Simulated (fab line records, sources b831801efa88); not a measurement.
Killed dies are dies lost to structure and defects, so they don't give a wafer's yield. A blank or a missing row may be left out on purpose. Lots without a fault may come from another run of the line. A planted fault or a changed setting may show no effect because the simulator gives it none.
Problem report in the 8D (eight disciplines) form, filled by code | flow sky130 | the parts of the form that need people (team, actions taken, sign-off) are left out

1. THE PROBLEM
VIA1_W_RS at SKY_VIA1_RS_MEAS_22 reads a mean of 0.456 ohm/sq on 2 wafers of 2 lots; wafers without a fault read 0.426 ohm/sq with a standard deviation of 0.0051. That is +5.8 standard deviations from the usual mean.
The step: measures by four-point-probe.
First seen on wafer L685.2, day 37 02:11, on film_metro-04. The record holds 34 wafers of 12 lots with a number at this step. Rule for "out", or "out of limits": more than 4 standard deviations from the usual mean. The other wafers with a number count as sound.

2. WHAT IT IS AND WHAT IT IS NOT
question                    | is                           | is not
which readings at this step | VIA1_W_RS                    | -
which lots                  | L685, L690                   | L680, L684, L689, L692, L694, L695, L696, L698, L699, L700
which wafers of those lots  | L685.2, L690.2               | L690.3, L690.6
read on which gauges        | film_metro-02, film_metro-04 | film_metro-03
when                        | from day 37 02:11            | up to then (6 sound wafers); but 26 sound wafers of L689, L690, L692, L694, L695, L696, L698, L699, L700 came after

3. SUSPECTS, AND WHAT RULES EACH OUT
Counting: a tool at a process step up to the reading stays a suspect if it ran every lot that is out. Sound lots after the first of them don't rule it out here, since some wafers of a struck lot are sound.
- the gauge at SKY_VIA1_RS_MEAS_22: ruled out. The wafers that are out were read on 2 gauges (film_metro-02, film_metro-04).
- cvd_w-02 at SKY_VIA1_CVD_21 (deposits W, target thk 270 nm, time 80.902 s): kept. It ran every lot that is out, first L685 (day 37 02:04); its last sound lot up to then is L680 (day 34 07:01). Its own readings are out on those wafers: chamber_pressure_Torr.
- Within cvd_w-02 at SKY_VIA1_CVD_21: the wafers that are out ran in chamber 0; their sound lot-mates ran in chamber 1.
Left after counting: cvd_w-02 at SKY_VIA1_CVD_21.

4. THE CAUSE (what the simulator had put in)
Process parameter drift: cvd_w-02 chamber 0, from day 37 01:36 on, at SKY_VIA1_CVD_21. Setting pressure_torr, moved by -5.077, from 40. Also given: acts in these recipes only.
Counting left only this tool.

5. THE CHAIN OF EFFECTS, in route order
Each row: a reading whose mean over the struck wafers that have a number lies more than 3 standard deviations from the usual. Only readings for which the record gives a usual standard deviation are gone through. hours: the time from each lot's start at the first step in this table that gives one to its start at this step, as a median over the lots. sigmas: the change in usual standard deviations.
hours | step                 | reading               | usual        | on struck wafers | change | sigmas
0     | SKY_VIA1_CVD_21      | chamber_pressure_Torr | 40.01 Torr   | 34.94            | -5.07  | -52
0     | SKY_VIA1_RS_MEAS_22  | VIA1_W_RS             | 0.426 ohm/sq | 0.456            | +0.030 | +5.8
0     | SKY_VIA1_THK_MEAS_23 | VIA1_W_THK            | 276 nm       | 257              | -19    | -3.8
The process steps in it:
- SKY_VIA1_CVD_21: deposits W, target thk 270 nm, time 80.902 s.

6. WHAT WOULD HAVE CAUGHT IT SOONER
In this record the first reading out of limits at a measuring or inspecting step was taken at day 37 02:11, 1 hour after the fault began at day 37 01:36.
The tool's own readings at SKY_VIA1_CVD_21 were out on every struck wafer that the step has a row for (chamber_pressure_Torr): an alarm limit on them would have fired on the first of those.
Of the lots that are out (2), L690 began SKY_VIA1_CVD_21 on cvd_w-02 after day 37 02:11. A hold on the tool at that time would have spared it.
